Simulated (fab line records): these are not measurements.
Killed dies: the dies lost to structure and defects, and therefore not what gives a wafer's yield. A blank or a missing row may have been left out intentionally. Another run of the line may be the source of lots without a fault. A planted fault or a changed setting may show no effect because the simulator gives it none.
One fault through the eyes of 2 desks    flow gf180mcu    every desk sees just its own numbers, and what lay behind them comes last

== AT THE TOOL OWNER'S DESK: cvd w-01 ==
The tool's own readings at GF_V2_CVD_23 (deposits W, target thk 350 nm, time 104.94 s): means of the sampled wafers that have a number, for each lot that ran on this tool. A lot is out of limits, marked OUT, if its mean lies more than 4 standard deviations from the usual mean; the brackets give that distance.
Columns: A = heater power w at GF_V2_CVD_23, usual 769 W; B = susceptor temp C at GF_V2_CVD_23, usual 400.06 C
lot   first seen here  A    B
L755  day 20 04:09     739  400.15
L758  day 21 11:18     802  400.08
L761  day 22 14:40     865  400.18
L762  day 23 00:38     798  400.05
L763  day 23 10:11     935  411.98 (+48) OUT
L764  day 23 22:48     841  406.10 (+24) OUT
This desk finds L763, L764 out of limits, L763 being first, at day 23 10:11 (susceptor temp C at GF_V2_CVD_23). L755, L758, L761, L762: within limits.

== FROM THE METROLOGY DESK ==
Means of the sampled wafers that have a number, per lot and without regard to the tool the lot ran on: this is what the gauges read. A lot is out of limits, marked OUT, if its mean lies more than 4 standard deviations from the usual mean; the brackets give that distance.
Columns: A = V2_W_RS at GF_V2_RS_MEAS_24, usual 0.3279 ohm/sq; B = V2_W_THK at GF_V2_THK_MEAS_25, usual 354 nm; C = cd nm at GF_V3_CD_MEAS_14, usual 259.7 nm
lot   first seen here  A                 B              C
L755  day 20 04:17     0.3215            365            259.7
L756  day 20 13:53     0.3304            356            257.3
L758  day 21 11:25     0.3288            356            260.0
L761  day 22 14:47     0.3277            350            258.4
L762  day 23 00:44     0.3252            354            260.5
L763  day 23 10:19     0.2661 (-21) OUT  448 (+23) OUT  262.4
L764  day 23 22:55     0.2968 (-10) OUT  402 (+12) OUT  259.2
L772  day 26 11:01     0.3266            351            259.3
L777  day 27 19:01     0.3306            353            259.8
L778  day 27 21:04     0.3289            350            258.8
Finding of this desk: L763, L764 out of limits, first seen on L763 at day 23 10:19 (V2_W_RS at GF_V2_RS_MEAS_24). L755, L756, L758, L761, L762, L772, L777, L778: within limits.

== TAKEN TOGETHER ==
At day 23 10:11, on L763, L764, the tool owner's desk was in a position to raise an alarm.
On L763, L764, the metrology desk was in a position to raise an alarm at day 23 10:19.
GF_V2_CVD_23 was run on cvd w-01 by each of the lots named.

== WHAT HAD BEEN PUT IN BY THE SIMULATOR ==
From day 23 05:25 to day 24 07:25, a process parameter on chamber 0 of cvd w-01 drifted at GF_V2_CVD_23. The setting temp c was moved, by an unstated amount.
Lots struck among those shown: L763, L764.
Fault start to first reading out of limits, in hours, per desk: tool owner, 5; metrology, 5.
